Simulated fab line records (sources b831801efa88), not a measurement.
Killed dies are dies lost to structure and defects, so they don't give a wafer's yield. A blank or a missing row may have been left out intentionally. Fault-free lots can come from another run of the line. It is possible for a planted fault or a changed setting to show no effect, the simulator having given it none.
Matching of chambers || flow gf180mcu || GF_V4_CMP_26 on cmp-01 has 4 sister chambers
The step polishes, stops on SiO2, t overpolish 15 s, target thk 0 nm. 4 wafers are shown with their chamber, then 8 later ones without.

== EACH WAFER AND ITS CHAMBER ==
{"wafer": "L083.2", "chamber": 0, "motor_current_A (A)": 11.6}
{"wafer": "L087.1", "chamber": 3, "motor_current_A (A)": 10.1}
{"wafer": "L087.5", "chamber": 1, "motor_current_A (A)": 10.1}
{"wafer": "L094.4", "chamber": 2, "motor_current_A (A)": 11.7}

== WAFERS WHOSE CHAMBER IS MISSING ==
{"wafer": "L094.5", "motor_current_A (A)": 10.7}
{"wafer": "L094.6", "motor_current_A (A)": 11.5}
{"wafer": "L095.2", "motor_current_A (A)": 10.7}
{"wafer": "L095.3", "motor_current_A (A)": 12.0}
{"wafer": "L095.5", "motor_current_A (A)": 10.7}
{"wafer": "L096.3", "motor_current_A (A)": 12.8}
{"wafer": "L096.4", "motor_current_A (A)": 11.3}
{"wafer": "L096.5", "motor_current_A (A)": 10.6}

== THE CHAMBER EACH PASSED THROUGH ==
{"wafer": "L094.5", "from the rows above": "can't be placed: 1 or 3 or 0 or 2", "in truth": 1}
{"wafer": "L094.6", "from the rows above": "can't be placed: 0 or 2", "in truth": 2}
{"wafer": "L095.2", "from the rows above": "can't be placed: 1 or 3 or 0 or 2", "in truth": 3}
{"wafer": "L095.3", "from the rows above": "can't be placed: 2 or 0", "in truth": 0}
{"wafer": "L095.5", "from the rows above": "can't be placed: 1 or 3 or 0 or 2", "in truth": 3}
{"wafer": "L096.3", "from the rows above": "can't be placed: 2 or 0", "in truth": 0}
{"wafer": "L096.4", "from the rows above": "can't be placed: 0 or 2 or 1 or 3", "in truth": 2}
{"wafer": "L096.5", "from the rows above": "can't be placed: 1 or 3 or 0 or 2", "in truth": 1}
Placed correctly: 0 of 8. Unplaceable from these rows: 8, with the true chamber sitting among the candidates in 8. 0 placed wrongly.
How it was worked out, from the rows above alone: a wafer's distance from a chamber is the root of the sum, over the readings, of the square of ((its reading less the chamber's mean) divided by the reading's scatter). The wafer belongs to the nearest chamber; if the next one is less than 2 further off, it can't be placed. A chamber's mean is the mean of its shown wafers. The scatter (one wafer shown for each chamber): square how far every hidden wafer sits from the nearest shown wafer, average those squares and take the square root.
